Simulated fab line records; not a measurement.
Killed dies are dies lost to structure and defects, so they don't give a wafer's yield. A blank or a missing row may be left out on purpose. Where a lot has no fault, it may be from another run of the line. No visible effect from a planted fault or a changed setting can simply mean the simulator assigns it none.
A lot that was struck, set against a sound lot | flow sky130 | 15 out of 708 route steps
Sound: wafers L689.1, L689.3, L689.4. Struck: wafer L695.3. (L695.2 of the same lot was not struck and is left out.) The cause comes at the end.
For every step that has rows: the tool of each side, followed by ch and its chambers, followed by its first start. Under that, the readings that differ: sound wafers | struck wafers | difference of the means | sigmas: that difference in standard deviations of wafers without a fault.
alike: words and numbers the same on both sides, and readings whose means are apart by under 2 such deviations; not compared: readings that were withheld, readings missing a value for some wafer, numbers with overlapping values and no deviation given by the record, and bounds like >300 which may hide the same value.
A row with sigmas, a row that says differs or no value, or rows on one side alone: a step with any of these is where the two part. Non-overlapping numbers with no deviation appear without sigmas and do not part them. Lack of a reading on every wafer of one side parts them only where that side has two or more wafers.

SKY_VIA3_ETCH_14: etches BARC in N2/H2, stops on SiO2, time 45.9 s, target depth 60 nm.
  sound on rie_diel-04 ch 0,1,3, day 42 05:50; struck on rie_diel-02 ch 2, day 43 21:22
  reading               | sound             | struck | difference | sigmas
  oes_product_au (a.u.) | 0.854 0.847 0.857 | 0.863  | +0.010     | +2
  alike: drypump_motor_current_A, throttle_valve_pct
  not compared: rf_hours_counter_h
then, 1 step without rows for these wafers: SKY_VIA3_ETCH_15 (etches SiO2 in C4F8/O2/Ar, stops on TiN, target depth 507 nm, time 78 s).
SKY_VIA3_STRIP_16: strips in O2/N2.
  sound on plasma_asher-01 ch 0,1, day 42 05:56; struck on plasma_asher-04 ch 0, day 43 21:28
  reading                     | sound          | struck | difference | sigmas
  drypump_motor_current_A (A) | 5.27 5.75 5.28 | 5.77   | +0.34      | +2
  alike: oes_product_au, strip_time_to_endpoint_s
  not compared: rf_hours_counter_h
then, 3 steps without rows for these wafers: SKY_VIA3_STRIP_17 (strips in post etch residue remover, time 1200 s); SKY_VIA3_CLEAN_18 (cleans in IPA, time 180 s); SKY_VIA3_CLEAN_19 (cleans in O3/DIW).
SKY_VIA3_SPUTTER_20: material TiN, target thk 20 nm, time 80 s.
  sound on pvd_sputter-01, day 42 06:34; struck on pvd_sputter-01, day 43 22:04
  alike: throttle_valve_pct
then, 1 step without rows for these wafers: SKY_VIA3_CVD_21 (deposits W, target thk 390 nm, time 117.31 s).
SKY_VIA3_RS_MEAS_22: a four-point-probe measurement.
  sound on film_metro-01, day 42 06:44; struck on film_metro-02, day 43 22:16
  alike: VIA3_W_RS
SKY_VIA3_THK_MEAS_23: measures by xrf.
  sound on film_metro-01, day 42 06:52; struck on film_metro-02, day 43 22:22
  alike: VIA3_W_THK
then, 1 step without rows for these wafers: SKY_VIA3_CMP_24 (polishes, stops on SiO2, t overpolish 20 s, target thk 0 nm).
SKY_METAL4_SPUTTER_00: material Ti, target thk 15 nm, time 10 s.
  sound on pvd_sputter-03, day 42 07:13; struck on pvd_sputter-02, day 43 22:43
  alike: throttle_valve_pct
SKY_METAL4_SPUTTER_01: material TiN, target thk 20 nm, time 16.7 s.
  sound on pvd_sputter-03, day 42 07:14; struck on pvd_sputter-02, day 43 22:44
  reading                                    | sound             | struck | difference | sigmas
  model.TiN_of_METAL4_SPUTTER_01.thk_nm (nm) | 19.94 19.98 20.27 | 19.18  | -0.88      |
  alike: throttle_valve_pct
SKY_METAL4_SPUTTER_02: material AlCu, target thk 735 nm, time 39.1 s.
  sound on pvd_sputter-03, day 42 07:16; struck on pvd_sputter-02, day 43 22:46
  alike: throttle_valve_pct
following that, these wafers have no rows for 1 step: SKY_PAD_OPEN_PROBE_99.

== WHERE THEY PART ==
First at SKY_VIA3_ETCH_14; last, within this record, at SKY_VIA3_STRIP_16. Later steps at which nothing parts them and some readings are alike: SKY_VIA3_SPUTTER_20, SKY_VIA3_RS_MEAS_22, SKY_VIA3_THK_MEAS_23, SKY_METAL4_SPUTTER_00, SKY_METAL4_SPUTTER_01, SKY_METAL4_SPUTTER_02.

WHY: what had been put in by the simulator
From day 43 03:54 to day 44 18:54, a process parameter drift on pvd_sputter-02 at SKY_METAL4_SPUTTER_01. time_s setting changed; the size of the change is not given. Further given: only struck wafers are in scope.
